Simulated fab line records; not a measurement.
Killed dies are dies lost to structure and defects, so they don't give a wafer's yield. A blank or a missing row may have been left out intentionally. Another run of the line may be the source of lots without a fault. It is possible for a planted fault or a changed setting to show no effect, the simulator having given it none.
What tool caused it? | flow sfq line | Sampling: 14 lots, 42 wafers, 6 of 325 route steps

WHAT THE GAUGES READ, wafer by wafer
SFQ_M0_RS_MEAS_904: measurement is done with a four-point probe.
lot  | measured     | on            | M0_NB_RS (ohm/sq)
L384 | day 7 06:49  | film metro-03 | 0.882 0.881 0.894
L385 | day 7 12:49  | film metro-03 | 0.883 0.881 0.889
L386 | day 7 18:47  | film metro-02 | 0.898 0.899 0.894
L389 | day 9 02:15  | film metro-02 | 0.884 0.886 0.880
L390 | day 9 15:44  | film metro-01 | 0.887 0.647 0.645
L391 | day 10 00:10 | film metro-01 | 0.652 0.654 0.907
L397 | day 11 17:07 | film metro-01 | 0.888 0.878 0.884
L400 | day 12 16:01 | film metro-02 | 0.897 0.894 0.880
L402 | day 13 07:43 | film metro-01 | 0.894 0.888 0.886
L403 | day 13 13:43 | film metro-02 | 0.895 0.904 0.902
L404 | day 14 02:54 | film metro-03 | 0.894 0.892 0.895
L405 | day 14 12:32 | film metro-02 | 0.889 0.885 0.885
L406 | day 14 16:06 | film metro-03 | 0.883 0.881 0.887
L407 | day 15 04:06 | film metro-03 | 0.886 0.885 0.883

SFQ_M5_OVL_MEAS_932.
lot  | measured     | on         | M5_OVL (nm)
L384 | day 65 03:40 | overlay-02 | -4 -1 -5
L385 | day 65 15:33 | overlay-02 | -13 -1 -11
L386 | day 70 01:24 | overlay-01 | 9 -1 5
L389 | day 70 07:25 | overlay-02 | -1 -5 -13
L390 | day 70 08:37 | overlay-01 | -6 -7 -6
L391 | day 70 12:13 | overlay-02 | -13 -5 -2
L397 | day 70 23:01 | overlay-01 | -4 -5 -9
L400 | day 74 08:34 | overlay-01 | -7 -11 -6
L402 | day 75 13:21 | overlay-01 | 4 3 -1
L403 | day 75 21:32 | overlay-01 | -7 -7 -9
L404 | day 76 05:55 | overlay-01 | -2 0 0
L405 | day 76 08:20 | overlay-01 | 1 -3 4
L406 | day 76 11:55 | overlay-02 | 5 5 5
L407 | day 76 13:07 | overlay-01 | 1 -2 2

EACH LOT AND THE TOOL THAT RAN IT (in order: tool; ch and the chambers of the sampled wafers; start)
lot  | SFQ_TRILAYER_M0_DEP_SPUTTER_019 | SFQ_TRILAYER_M0_ETCH_METAL_ETCH_024 | SFQ_TRILAYER_M2_BARC_OPEN_METAL_ETCH_077 | SFQ_TRILAYER_JJ_CE_METRO_MEASURE_117
L384 | pvd sputter-06, day 7 06:41     | rie metal-01 ch 0, day 11 12:40     | rie metal-01 ch 0,1, day 36 23:09        | cd sem-02, day 64 23:00
L385 | pvd sputter-06, day 7 12:41     | rie metal-04 ch 0,1, day 11 18:42   | rie metal-01 ch 0,1, day 37 08:52        | cd sem-01, day 65 11:00
L386 | pvd sputter-06, day 7 18:42     | rie metal-03 ch 0,1, day 12 01:52   | rie metal-04 ch 0,1, day 37 19:47        | cd sem-02, day 65 22:36
L389 | pvd sputter-03, day 9 02:08     | rie metal-03 ch 0,1, day 13 11:35   | rie metal-01 ch 0,1, day 38 14:59        | cd sem-01, day 66 02:24
L390 | pvd sputter-06, day 9 15:38     | rie metal-01 ch 0, day 14 10:23     | rie metal-01 ch 0, day 39 00:35          | cd sem-02, day 66 03:36
L391 | pvd sputter-06, day 10 00:02    | rie metal-03 ch 0,1, day 14 20:01   | rie metal-03 ch 0,1, day 40 06:51        | cd sem-01, day 66 05:00
L397 | pvd sputter-03, day 11 16:58    | rie metal-03 ch 0,1, day 16 21:21   | rie metal-01 ch 0,1, day 43 01:32        | cd sem-01, day 66 12:24
L400 | pvd sputter-06, day 12 15:53    | rie metal-03 ch 0, day 18 04:46     | rie metal-01 ch 0,1, day 44 09:56        | cd sem-02, day 69 23:26
L402 | pvd sputter-06, day 13 07:37    | rie metal-03 ch 0,1, day 18 20:22   | rie metal-04 ch 0,1, day 44 19:38        | cd sem-02, day 71 05:14
L403 | pvd sputter-06, day 13 13:37    | rie metal-04 ch 0, day 19 02:28     | rie metal-04 ch 1, day 45 12:22          | cd sem-01, day 71 12:26
L404 | pvd sputter-05, day 14 02:49    | rie metal-04 ch 0,1, day 19 18:29   | rie metal-03 ch 0,1, day 45 20:08        | cd sem-02, day 72 01:26
L405 | pvd sputter-06, day 14 12:25    | rie metal-03 ch 0,1, day 20 08:56   | rie metal-04 ch 0,1, day 46 04:33        | cd sem-01, day 72 05:26
L406 | pvd sputter-06, day 14 16:01    | rie metal-03 ch 0,1, day 20 14:53   | rie metal-01 ch 0,1, day 46 08:08        | cd sem-02, day 72 09:50
L407 | pvd sputter-03, day 15 04:01    | rie metal-04 ch 0,1, day 21 07:41   | rie metal-03 ch 0,1, day 46 15:20        | cd sem-01, day 72 11:02
- SFQ_TRILAYER_M0_DEP_SPUTTER_019: material Nb, target thk 200 nm, time 133.3 s.
- SFQ_TRILAYER_M0_ETCH_METAL_ETCH_024: etches Nb in Cl2/Ar, stops on SiO2, target depth 240 nm, time 120 s.
- SFQ_TRILAYER_M2_BARC_OPEN_METAL_ETCH_077: etches BARC in O2, target depth 125 nm, time 41.7 s.
- SFQ_TRILAYER_JJ_CE_METRO_MEASURE_117

AS READ BY THE TOOLS THEMSELVES (means over the sampled wafers that have a number; for cases with no such wafer, the mark the record gives instead)
SFQ_TRILAYER_M0_DEP_SPUTTER_019.
lot  | tool           | cathode dc power W (W) | throttle valve pct (%)
L384 | pvd sputter-06 | 1999.9                 | 29.5
L385 | pvd sputter-06 | 2000.4                 | 30.2
L386 | pvd sputter-06 | 1999.7                 | 30.0
L389 | pvd sputter-03 | 2000.3                 | 30.8
L390 | pvd sputter-06 | 1999.8                 | 30.7
L391 | pvd sputter-06 | 2000.2                 | 30.8
L397 | pvd sputter-03 | 2000.0                 | 30.8
L400 | pvd sputter-06 | 1999.6                 | 29.7
L402 | pvd sputter-06 | 2000.1                 | 30.1
L403 | pvd sputter-06 | 1999.8                 | 29.7
L404 | pvd sputter-05 | 2000.3                 | 30.1
L405 | pvd sputter-06 | 2000.0                 | 29.4
L406 | pvd sputter-06 | 2000.0                 | 29.6
L407 | pvd sputter-03 | 2000.0                 | 30.8

SFQ_TRILAYER_M0_ETCH_METAL_ETCH_024.
lot  | tool         | drypump motor current A (A) | oes product au (a.u.)
L384 | rie metal-01 | 5.84                        | 0.899
L385 | rie metal-04 | 5.28                        | 0.896
L386 | rie metal-03 | 5.51                        | 0.890
L389 | rie metal-03 | 5.48                        | 0.898
L390 | rie metal-01 | 5.83                        | 0.964
L391 | rie metal-03 | 5.42                        | 0.961
L397 | rie metal-03 | 5.40                        | 0.899
L400 | rie metal-03 | 5.59                        | 0.891
L402 | rie metal-03 | 5.40                        | 0.897
L403 | rie metal-04 | 5.18                        | 0.890
L404 | rie metal-04 | 5.29                        | 0.891
L405 | rie metal-03 | 5.42                        | 0.899
L406 | rie metal-03 | 5.51                        | 0.901
L407 | rie metal-04 | 5.28                        | 0.898

SFQ_TRILAYER_M2_BARC_OPEN_METAL_ETCH_077.
lot  | tool         | drypump motor current A (A) | oes product au (a.u.)
L384 | rie metal-01 | 5.73                        | 0.685
L385 | rie metal-01 | 5.78                        | 0.689
L386 | rie metal-04 | 5.27                        | 0.684
L389 | rie metal-01 | 5.73                        | 0.683
L390 | rie metal-01 | 5.79                        | 0.685
L391 | rie metal-03 | 5.42                        | 0.682
L397 | rie metal-01 | 5.73                        | 0.686
L400 | rie metal-01 | 5.75                        | 0.685
L402 | rie metal-04 | 5.23                        | 0.687
L403 | rie metal-04 | 5.31                        | 0.685
L404 | rie metal-03 | 5.50                        | 0.690
L405 | rie metal-04 | 5.24                        | 0.685
L406 | rie metal-01 | 5.77                        | 0.685
L407 | rie metal-03 | 5.42                        | 0.678

SFQ_TRILAYER_JJ_CE_METRO_MEASURE_117.
lot  | tool      | cd nm (nm)
L384 | cd sem-02 | 701.3
L385 | cd sem-01 | 699.5
L386 | cd sem-02 | 699.7
L389 | cd sem-01 | 700.3
L390 | cd sem-02 | 700.7
L391 | cd sem-01 | 699.3
L397 | cd sem-01 | 700.2
L400 | cd sem-02 | 700.1
L402 | cd sem-02 | 699.5
L403 | cd sem-01 | 701.1
L404 | cd sem-02 | 697.9
L405 | cd sem-01 | 700.6
L406 | cd sem-02 | 700.2
L407 | cd sem-01 | 698.4

THE ANSWER, worked out from the rows above alone
Rule: the usual values come from the lots themselves. Put in order of their means at a reading, lots are off if they are a third of the lots or fewer, leave a main group of 4 or more, and stand apart from it by a gap of 3 or more times the standard deviation of the main group's means; of several such gaps the widest counts. The tables above print the reading to a certain number of digits; a main group whose means all agree to those digits is not used. Also off: a lot with no number at a reading for which 4 or more lots have one. Where the step has rows for the other lots, those lots are counted as sound. First the gauges in route order, then the tools' own readings, where a lot's mean is used as printed above. At the first step where some lot is off, the reading lying furthest off is the one used; lots without a number count as furthest.
Off: at SFQ_M0_RS_MEAS_904 (M0_NB_RS), L390, L391. Main group: mean 0.888 ohm/sq, sd 0.0055.
A tool fits if, at a process step before that reading, it ran every lot that is off, and no sound lot after the first of them. Not tried: the gauges at SFQ_M0_RS_MEAS_904; whatever is off there is also off at SFQ_TRILAYER_M0_ETCH_METAL_ETCH_024, on other tools, and gauge error can't account for it. None of those tried fits.

WHAT WAS PUT IN BY THE SIMULATOR
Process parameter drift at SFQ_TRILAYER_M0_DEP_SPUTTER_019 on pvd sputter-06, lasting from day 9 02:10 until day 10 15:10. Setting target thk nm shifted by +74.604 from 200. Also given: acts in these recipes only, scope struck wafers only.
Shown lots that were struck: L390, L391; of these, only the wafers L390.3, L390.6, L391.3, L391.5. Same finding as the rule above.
